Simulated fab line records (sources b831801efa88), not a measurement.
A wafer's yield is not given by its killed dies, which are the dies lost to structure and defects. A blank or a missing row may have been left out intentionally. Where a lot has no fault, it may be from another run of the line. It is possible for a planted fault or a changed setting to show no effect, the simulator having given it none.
fab line records	flow sky130
record: lots: 12	wafers: 36	lastDay: 50
route steps=708 shown METAL1@450 VIA1@472 PAD_OPEN@708
lots that met no fault: from a run of the same line without faults
startH: the number of hours between the record's first day and the start of the first shown wafer of the lot	waitH: time in hours since the lot's previous step	" repeats the value in the row above	L1.1+2: one row covering several wafers at once	- value missing, or start not given	* or withheld: withheld	< > ~ a bound
route shown NAME@n: names a module that has steps shown in the file, with the first one's number in the route	usual: the fault-free wafers' mean and standard deviation	same: alike in all rows	chamber/n: place in a boat	sites: the reading at each site	_std_site: standard deviation across them	_edge_site: inner sites' mean taken away from outer sites' mean	radiusMm: for every site, how far away it sits from the centre of the wafer	mask NAME#n: copy n	behind: the last tool/chamber to shape the wafer	hold: why the lot went on hold/how many hours it stayed there/how the hold came to an end	device: the n, p or np transistor that did not switch	end of line: the route-end tests of the same wafers	where a step has no rows: the recipe by itself	killed: dies that structure and defects cost at the first sort, which is not the same as the wafer's yield	map: shows each die of a wafer: x if killed, . if not, _ if none is there
set.NAME: the run value of the setting; set.NAME@STEP: its run value at that earlier step	model.NAME: the simulator's own value behind a step, which no gauge read
route steps across a sampled set of lots; one table per step, one row per wafer
services: the hour from which a tool's chamber was out of use, counted from the record's first day as startH (under 0 if before that day), plus the number of hours and why
== steps ==
step: SKY_METAL1_OVL_MEAS_16
usual: METAL1_OVL: -2/5.1
lot.wafer	tool	chamber	startH	waitH	METAL1_OVL[nm]
L327.1	overlay-01	-	775.26	0.1	2
L327.3	"	-	"	"	2
L327.6	"	-	"	"	-3
L328.2	overlay-02	-	776.79	0.1	-1
L328.5	"	-	"	"	1
L328.6	"	-	"	"	-2
L329.2	overlay-01	-	789.59	0.1	-1
L329.3	"	-	"	"	-7
L329.4	"	-	"	"	0
L333.3	overlay-01	-	827.29	0.1	5
L333.4	"	-	"	"	6
L333.5	"	-	"	"	1
L334.2	overlay-01	-	831.84	0.1	0
L334.4	"	-	"	"	3
L334.5	"	-	"	"	14
L337.1	overlay-01	-	852.32	0.1	-3
L337.2	"	-	"	"	-10
L337.3	"	-	"	"	-1
L339.1	overlay-02	-	863.58	0.1	-8
L339.3	"	-	"	"	-6
L339.5	"	-	"	"	-9
L341.1	overlay-01	-	878.57	0.1	-4
L341.2	"	-	"	"	-7
L341.6	"	-	"	"	0
L343.1	overlay-01	-	896.48	0.1	-6
L343.4	"	-	"	"	-5
L343.5	"	-	"	"	-7
L346.3	overlay-01	-	915.20	0.1	3
L346.4	"	-	"	"	4
L346.6	"	-	"	"	2
L347.1	overlay-01	-	923.07	0.1	-5
L347.2	"	-	"	"	-7
L347.6	"	-	"	"	1
L350.1	overlay-01	-	944.12	0.1	-2
L350.2	"	-	"	"	-1
L350.6	"	-	"	"	1
step: SKY_VIA1_ETCH_14
recipe: chemistry: N2/H2	target: BARC	ionEnergyEv: 200	sourceW: 500	biasW: 100	pressureMtorr: 30	n2FlowSccm: 100	h2FlowSccm: 200	stopOn: SiO2	timeS: 45.9	targetDepthA: 600
usual: biasW: 100.0/0.3	drypumpMotorCurrentA: 5.5/0.45	oesProductAu: 0.854/0.0044	throttleValvePct: 13.225/0.0095
lot.wafer	tool	chamber	startH	waitH	biasW	drypumpMotorCurrentA	oesProductAu	rfHoursCounterH	throttleValvePct
L327.1	rieDiel-01	0	803.17	0.0	99.6	5.7	0.860	4	13.221
L327.3	"	2	"	"	99.5	6.3	0.855	5	13.236
L327.6	"	0	"	"	99.8	5.8	0.843	-	13.220
L328.2	rieDiel-03	2	804.97	0.0	100.7	5.9	0.846	22	13.230
L328.5	"	1	"	"	99.7	5.0	0.853	-	13.222
L328.6	"	0	"	"	100.3	4.9	0.853	-	13.228
L329.2	rieDiel-03	0	817.62	0.0	99.6	5.0	0.854	17	13.223
L329.3	"	3	"	"	99.8	5.5	0.856	4	13.233
L329.4	"	2	"	"	100.1	5.9	0.856	23	13.234
L333.3	rieDiel-03	2	854.92	0.0	99.9	5.8	0.848	24	13.214
L333.4	"	3	"	"	99.9	5.6	0.863	5	13.220
L333.5	"	1	"	"	100.1	5.0	0.863	-	13.235
L334.2	rieDiel-03	2	859.34	0.0	100.0	5.8	0.851	24	13.237
L334.4	"	3	"	"	100.1	5.5	0.860	5	13.218
L334.5	"	0	"	"	100.3	5.0	0.853	-	13.225
L337.1	rieDiel-02	2	879.87	0.0	99.9	5.1	0.851	9	13.226
L337.2	"	0	"	"	100.0	5.0	0.855	4	13.247
L337.3	"	1	"	"	100.1	5.6	0.854	13	13.234
L339.1	rieDiel-03	0	891.32	0.0	100.4	5.0	0.859	20	13.220
L339.3	"	3	"	"	99.8	5.6	0.851	6	13.229
L339.5	"	2	"	"	99.9	5.8	0.856	-	13.232
L341.1	rieDiel-03	2	905.82	0.0	100.5	5.8	0.854	26	13.251
L341.2	"	0	"	"	99.9	5.0	0.848	21	13.233
L341.6	"	2	"	"	99.7	5.8	0.855	-	13.229
L343.1	rieDiel-01	2	923.27	0.0	100.2	6.3	0.849	6	13.226
L343.4	"	1	"	"	100.2	5.6	0.851	2	13.233
L343.5	"	0	"	"	99.8	5.7	0.860	-	13.220
L346.3	rieDiel-01	3	941.77	0.0	99.5	5.5	0.854	2	13.233
L346.4	"	1	"	"	100.3	5.5	0.855	2	13.216
L346.6	"	2	"	"	100.1	6.3	0.850	-	13.222
L347.1	rieDiel-02	2	948.97	0.0	100.2	5.1	0.848	11	13.229
L347.2	"	0	"	"	99.9	5.1	0.854	7	13.225
L347.6	"	0	"	"	99.6	5.1	0.855	-	13.237
L350.1	rieDiel-02	0	969.83	0.0	99.7	5.1	0.851	7	13.205
L350.2	"	3	"	"	99.7	6.4	0.853	2	13.219
L350.6	"	1	"	"	99.6	5.6	0.847	-	13.222
step: SKY_VIA1_ETCH_15
recipe: target: SiO2	chemistry: C4F8/O2/Ar	targetDepthNm: 351	stopOn: TiN	maskMaterial: KrF-thick	sourceW: 1500	biasW: 1200	pressureMtorr: 40	c4f8FlowSccm: withheld	O2_flow_sccm: 6	Ar_flow_sccm: 300	timeS: 54
usual: biasW: 1200/3.9	oesProductAu: 0.982/0.0055
lot.wafer	tool	chamber	startH	waitH	biasW	oesProductAu	rfHoursCounterH
L327.1	rieDiel-01	0	803.22	0.0	1197	0.977	4
L327.3	"	2	"	"	1204	0.970	5
L327.6	"	0	"	"	1202	0.969	-
L328.2	rieDiel-03	2	805.01	0.0	1198	0.985	22
L328.5	"	1	"	"	1197	0.984	-
L328.6	"	0	"	"	1202	0.981	-
L329.2	rieDiel-03	0	817.66	0.0	1196	0.986	17
L329.3	"	3	"	"	1194	0.979	4
L329.4	"	2	"	"	1196	0.974	23
L333.3	rieDiel-03	2	854.97	0.0	1194	0.981	24
L333.4	"	3	"	"	1199	0.980	5
L333.5	"	1	"	"	1201	0.982	-
L334.2	rieDiel-03	2	859.38	0.0	1199	0.981	24
L334.4	"	3	"	"	1200	0.976	5
L334.5	"	0	"	"	1208	0.984	-
L337.1	rieDiel-02	2	879.92	0.0	1202	0.978	9
L337.2	"	0	"	"	1197	0.980	4
L337.3	"	1	"	"	1198	0.974	13
L339.1	rieDiel-03	0	891.36	0.0	1201	0.982	20
L339.3	"	3	"	"	1205	0.980	6
L339.5	"	2	"	"	1136	0.981	-
L341.1	rieDiel-03	2	905.86	0.0	1144	0.969	26
L341.2	"	0	"	"	1202	0.990	21
L341.6	"	2	"	"	1146	0.963	-
L343.1	rieDiel-01	2	923.32	0.0	1206	0.981	6
L343.4	"	1	"	"	1196	0.971	2
L343.5	"	0	"	"	1201	0.984	-
L346.3	rieDiel-01	3	941.81	0.0	1200	0.986	2
L346.4	"	1	"	"	1198	0.980	2
L346.6	"	2	"	"	1195	0.977	-
L347.1	rieDiel-02	2	949.01	0.0	1199	0.978	11
L347.2	"	0	"	"	1193	0.988	7
L347.6	"	0	"	"	1191	0.986	-
L350.1	rieDiel-02	0	969.87	0.0	1198	0.992	7
L350.2	"	3	"	"	1203	0.987	2
L350.6	"	1	"	"	1201	0.999	-
step: SKY_VIA1_RS_MEAS_22
recipe: thkMeasGauge: four-point-probe	reads: W_of_VIA1_CVD_21+TiN_of_VIA1_SPUTTER_20
usual: VIA1_W_RS: 0.428/0.0041
lot.wafer	tool	chamber	startH	waitH	VIA1_W_RS[ohm/sq]
L327.1	filmMetro-02	-	804.01	0.1	0.430
L327.3	"	-	"	"	0.424
L327.6	"	-	"	"	0.436
L328.2	filmMetro-02	-	805.89	0.1	0.427
L328.5	"	-	"	"	0.419
L328.6	"	-	"	"	0.426
L329.2	filmMetro-03	-	818.48	0.1	0.421
L329.3	"	-	"	"	0.422
L329.4	"	-	"	"	0.421
L333.3	filmMetro-03	-	855.89	0.1	0.423
L333.4	"	-	"	"	0.423
L333.5	"	-	"	"	0.422
L334.2	filmMetro-03	-	860.29	0.1	0.425
L334.4	"	-	"	"	0.427
L334.5	"	-	"	"	0.424
L337.1	filmMetro-03	-	880.71	0.1	0.421
L337.2	"	-	"	"	0.428
L337.3	"	-	"	"	0.419
L339.1	filmMetro-02	-	892.18	0.1	0.430
L339.3	"	-	"	"	0.430
L339.5	"	-	"	"	0.427
L341.1	filmMetro-02	-	906.66	0.1	0.427
L341.2	"	-	"	"	0.425
L341.6	"	-	"	"	0.427
L343.1	filmMetro-03	-	924.11	0.1	0.434
L343.4	"	-	"	"	0.432
L343.5	"	-	"	"	0.427
L346.3	filmMetro-03	-	942.74	0.1	0.432
L346.4	"	-	"	"	0.427
L346.6	"	-	"	"	0.431
L347.1	filmMetro-02	-	949.84	0.1	0.430
L347.2	"	-	"	"	0.430
L347.6	"	-	"	"	0.429
L350.1	filmMetro-01	-	970.70	0.1	0.430
L350.2	"	-	"	"	0.436
L350.6	"	-	"	"	0.426
step: SKY_PAD_OPEN_PROBE_99
usual: defectLimitedYield: 82.6/1.9	killed_at_M0_to_M3: 43/5.9	killed_at_M4_up: 2.9/1.5	killedAtContacts: 24/5	killedAtFrontEnd: 15/4.8	killedAtOther: 0.2/0.5	killedDies: 86/9.3	killedOpen: 47/7.1	killedShort: 38/6.3	sort_bin_3_pad_short: 0.8/0.42	sort_bin_5_function: 10.2/1.4	sort_bin_6_memory: 6.4/1.1	sortNPass: 406/9.3	sortYieldPct: 82.6/1.9
same: grossDies: 492	killedAtBackSide: 0	sort_bin_4_leakage[%]: 0	sort_bin_8_speed[%]: 0
lot.wafer	tool	chamber	startH	waitH	defectLimitedYield[%]	killed_at_M0_to_M3	killed_at_M4_up	killedAtContacts	killedAtFrontEnd	killedAtOther	killedDies	killedOpen	killedShort	sort_bin_3_pad_short[%]	sort_bin_5_function[%]	sort_bin_6_memory[%]	sortNPass	sortYieldPct[%]
L328.2	prober-02	-	1090.42	0.1	81.9	50	2	23	14	0	89	58	31	0.6	12.6	4.9	403	81.9
L328.5	prober-02	-	1090.57	0.2	83.9	35	5	25	13	1	79	42	37	0.4	10.2	5.5	413	83.9
L328.6	prober-02	-	1090.62	0.2	81.7	47	6	19	18	0	90	48	42	1.2	10.0	7.1	402	81.7
L337.1	prober-01	-	1141.64	0.1	82.9	47	6	18	13	0	84	45	39	0.8	10.6	5.7	408	82.9
L337.2	prober-01	-	1141.69	0.1	81.3	46	3	22	21	0	92	58	34	0.8	10.8	7.1	400	81.3
L337.3	prober-01	-	1141.74	0.2	83.3	44	2	29	7	0	82	48	34	1.4	8.3	6.9	410	83.3
L339.1	prober-01	-	1154.49	0.1	81.1	49	7	28	9	0	93	55	38	0.6	10.2	8.1	399	81.1
L339.3	prober-01	-	1154.59	0.2	81.9	46	2	28	13	0	89	47	42	1.2	10.4	6.5	403	81.9
L339.5	prober-01	-	1154.69	0.2	84.8	42	5	12	16	0	75	43	32	1.0	7.9	6.3	417	84.8
L341.1	prober-01	-	1165.55	0.1	81.7	46	2	25	15	2	90	48	42	0.6	10.8	6.9	402	81.7
L341.2	prober-01	-	1165.60	0.1	79.5	46	1	35	19	0	101	63	38	1.0	12.2	7.3	391	79.5
L341.6	prober-01	-	1165.80	0.2	81.1	52	1	24	16	0	93	60	33	0.4	10.6	7.9	399	81.1
L350.1	prober-01	-	1209.08	0.1	81.9	50	5	21	13	0	89	51	38	0.4	10.4	7.3	403	81.9
L350.2	prober-01	-	1209.13	0.1	81.3	41	5	30	16	0	92	58	34	0.6	11.4	6.7	400	81.3
L350.6	prober-01	-	1209.33	0.2	83.5	43	4	23	10	1	81	41	40	1.6	7.1	7.7	411	83.5
killed by level:class
L328.2 VIA1:geometricParticle:open=15 CONTACT:geometricParticle:open=10 VIA2:geometricParticle:open=10 VIA3:geometricParticle:open=7 CONTACT:geometricParticle:short=5 FIELD_ISO:geometricParticle:open=4 METAL1:geometricParticle:short=4 METAL2:geometricParticle:short=4
L328.5 CONTACT:geometricParticle:open=8 VIA2:geometricParticle:open=7 LI_CONTACT:geometricParticle:open=6 FIELD_ISO:geometricParticle:short=5 METAL1:geometricParticle:short=5 METAL2:geometricParticle:open=5 LOCAL_INTERCONNECT:geometricParticle:short=4 VIA1:geometricParticle:open=4
L328.6 VIA1:geometricParticle:open=13 FIELD_ISO:geometricParticle:open=6 VIA1:geometricParticle:short=6 CONTACT:geometricParticle:open=6 METAL2:geometricParticle:short=6 VIA3:geometricParticle:open=6 POLY_GATE:geometricParticle:short=4 LI_CONTACT:geometricParticle:short=4
L337.1 VIA1:geometricParticle:open=10 VIA2:geometricParticle:open=8 METAL1:geometricParticle:short=8 LI_CONTACT:geometricParticle:open=7 LOCAL_INTERCONNECT:geometricParticle:short=6 METAL2:geometricParticle:short=6 CONTACT:geometricParticle:open=4 VIA3:geometricParticle:open=4
L337.2 VIA1:geometricParticle:open=12 LI_CONTACT:geometricParticle:open=8 METAL1:geometricParticle:short=8 CONTACT:geometricParticle:open=7 VIA2:geometricParticle:open=7 VIA3:geometricParticle:open=6 METAL3:geometricParticle:short=6 FIELD_ISO:geometricParticle:short=5
L337.3 VIA3:geometricParticle:open=12 CONTACT:geometricParticle:open=10 VIA1:geometricParticle:open=10 CONTACT:geometricParticle:short=6 LOCAL_INTERCONNECT:geometricParticle:short=5 VIA2:geometricParticle:open=5 VIA1:geometricParticle:short=5 METAL1:geometricParticle:short=4
L339.1 CONTACT:geometricParticle:open=15 VIA1:geometricParticle:open=13 VIA2:geometricParticle:open=8 METAL2:geometricParticle:short=6 VIA3:geometricParticle:open=6 METAL1:geometricParticle:short=5 VIA1:geometricParticle:short=5 LI_CONTACT:geometricParticle:open=4
L339.3 VIA1:geometricParticle:open=11 CONTACT:geometricParticle:short=8 VIA3:geometricParticle:open=7 CONTACT:geometricParticle:open=7 VIA2:geometricParticle:open=7 VIA1:geometricParticle:short=6 LI_CONTACT:geometricParticle:open=5 METAL2:geometricParticle:short=5
L339.5 VIA1:geometricParticle:open=11 VIA3:geometricParticle:open=8 VIA1:geometricParticle:short=5 FIELD_ISO:geometricParticle:short=4 FIELD_ISO:geometricParticle:open=4 CONTACT:geometricParticle:open=4 VIA2:geometricParticle:short=4 SPACER:geometricParticle:open=3
L341.1 CONTACT:geometricParticle:open=11 VIA3:geometricParticle:open=8 VIA1:geometricParticle:open=7 VIA1:geometricParticle:short=7 FIELD_ISO:geometricParticle:open=5 LI_CONTACT:geometricParticle:open=5 LOCAL_INTERCONNECT:geometricParticle:short=5 VIA2:geometricParticle:open=5
L341.2 CONTACT:geometricParticle:open=16 LI_CONTACT:geometricParticle:open=9 VIA2:geometricParticle:open=9 VIA1:geometricParticle:open=8 FIELD_ISO:geometricParticle:open=6 CONTACT:geometricParticle:short=6 VIA3:geometricParticle:open=6 POLY_GATE:geometricParticle:short=5
L341.6 VIA1:geometricParticle:open=14 METAL2:geometricParticle:short=10 CONTACT:geometricParticle:open=10 LI_CONTACT:geometricParticle:open=9 VIA3:geometricParticle:open=9 VIA2:geometricParticle:open=5 SPACER:geometricParticle:open=4 SPACER:geometricParticle:short=3
L350.1 VIA1:geometricParticle:open=16 VIA2:geometricParticle:open=11 METAL2:geometricParticle:short=7 LI_CONTACT:geometricParticle:open=6 CONTACT:geometricParticle:open=6 METAL1:geometricParticle:short=5 VIA3:geometricParticle:short=4 FIELD_ISO:geometricParticle:short=3
L350.2 CONTACT:geometricParticle:open=12 VIA1:geometricParticle:open=11 LI_CONTACT:geometricParticle:open=9 VIA2:geometricParticle:open=8 FIELD_ISO:geometricParticle:short=5 METAL1:geometricParticle:short=5 CONTACT:geometricParticle:short=5 VIA3:geometricParticle:open=5
L350.6 VIA1:geometricParticle:open=9 LI_CONTACT:geometricParticle:open=7 VIA1:geometricParticle:short=5 VIA3:geometricParticle:open=5 VIA3:geometricParticle:short=5 POLY_GATE:geometricParticle:short=4 CONTACT:geometricParticle:short=4 LOCAL_INTERCONNECT:geometricParticle:short=4
== services ==
tool	chamber	startH	hours	kind
rieDiel-01	3	781.82	-	clean
rieDiel-01	3	781.82	16.3	scheduledDown
rieDiel-01	3	781.82	16.3	ventCycle
rieDiel-02	1	793.00	8.3	repair
rieDiel-03	2	794.21	2.4	repair
rieDiel-01	1	824.17	1.9	repair
rieDiel-01	-	837.04	68.4	repair
rieDiel-02	2	843.41	25.8	repair
rieDiel-02	3	848.97	8.6	repair
rieDiel-02	3	869.19	-	clean
rieDiel-02	3	869.19	17.7	scheduledDown
rieDiel-02	3	869.19	17.7	ventCycle
rieDiel-01	1	894.80	20.9	repair
rieDiel-02	1	926.81	1.6	repair
rieDiel-03	2	947.13	-	clean
rieDiel-03	2	947.13	13.9	scheduledDown
rieDiel-03	2	947.13	13.9	ventCycle
rieDiel-02	-	959.67	1.7	repair
== key ==
firstSign: step: SKY_VIA1_ETCH_15	reading: biasW	direction: down	sigmas: 15	usual: 1200	struck: 1142
effect none on later readings
metAt SKY_VIA1_ETCH_15
struckLots L339,L341
struckWafers L339.5,L341.1,L341.6
notActingAt SKY_METAL1_OVL_MEAS_16,SKY_VIA1_ETCH_14,SKY_VIA1_RS_MEAS_22
onsetBetween 859.38 891.36
fault: kind: processParameterDrift	tool: rieDiel-03	chamber: 2	onsetH: 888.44	steps: SKY_VIA1_ETCH_15	channel: biasW	offset: -56.294	shape: step	endH: 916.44	actsIn: theseRecipesOnly	stated: 1200
